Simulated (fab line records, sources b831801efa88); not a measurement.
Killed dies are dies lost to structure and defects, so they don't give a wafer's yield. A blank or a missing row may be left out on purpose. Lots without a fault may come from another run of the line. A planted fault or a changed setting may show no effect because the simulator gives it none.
One fault seen from 2 desks | flow gf180mcu | each desk has only its own numbers; what lay behind them comes last

THE METROLOGY DESK
What the gauges read, lot by lot, whatever tool the lot ran on: means of the sampled wafers that have a number. A lot is out of limits, marked OUT, if its mean lies more than 4 standard deviations from the usual mean; the brackets give that distance.
Columns: A = HV_LDD_3_TW at GF_HV_LDD_TW_MEAS_38, usual 1456; B = SAB_CVD_00_THK at GF_SAB_THK_MEAS_01, usual 50.1 nm
lot  | first seen here | A    | B
L899 | day 11 22:19    | 1472 | 50.1
L900 | day 12 07:17    | 1459 | 49.4
L908 | day 15 00:25    | 1444 | 51.7
L909 | day 15 06:43    | 1444 | 51.7
L912 | day 16 05:39    | 1456 | 50.0
L913 | day 16 15:28    | 1464 | 51.0
L916 | day 17 16:43    | 1459 | 50.8
L917 | day 18 00:15    | 1447 | 50.0
L918 | day 18 06:33    | 1452 | 51.5
L919 | day 18 16:44    | 1461 | 49.0
L920 | day 18 23:23    | 1457 | 50.0
L921 | day 19 08:48    | 1465 | 49.9
This desk's finding: nothing out of limits on any of the 12 lots.

THE TOOL OWNER'S DESK: pecvd-01
The tool's own readings at GF_SAB_CVD_00 (deposits SiO2 from TEOS, target thk 50 nm, time 4.9302 s): means of the sampled wafers that have a number, for each lot that ran on this tool. A lot is out of limits, marked OUT, if its mean lies more than 4 standard deviations from the usual mean; the brackets give that distance.
Columns: A = heater_power_w at GF_SAB_CVD_00, usual 666 W
lot  | first seen here | A
L899 | day 14 16:04    | 671
L900 | day 15 01:10    | 620
L908 | day 18 00:42    | 685
L909 | day 18 09:11    | 722
L916 | day 20 22:08    | 706
L917 | day 21 05:59    | 644
L919 | day 21 22:30    | 698
L921 | day 22 14:32    | 694
This desk's finding: nothing out of limits on any of the 8 lots.

PUT TOGETHER
The metrology desk saw nothing out of limits.
The tool owner's desk saw nothing out of limits.

WHAT THE SIMULATOR HAD PUT IN
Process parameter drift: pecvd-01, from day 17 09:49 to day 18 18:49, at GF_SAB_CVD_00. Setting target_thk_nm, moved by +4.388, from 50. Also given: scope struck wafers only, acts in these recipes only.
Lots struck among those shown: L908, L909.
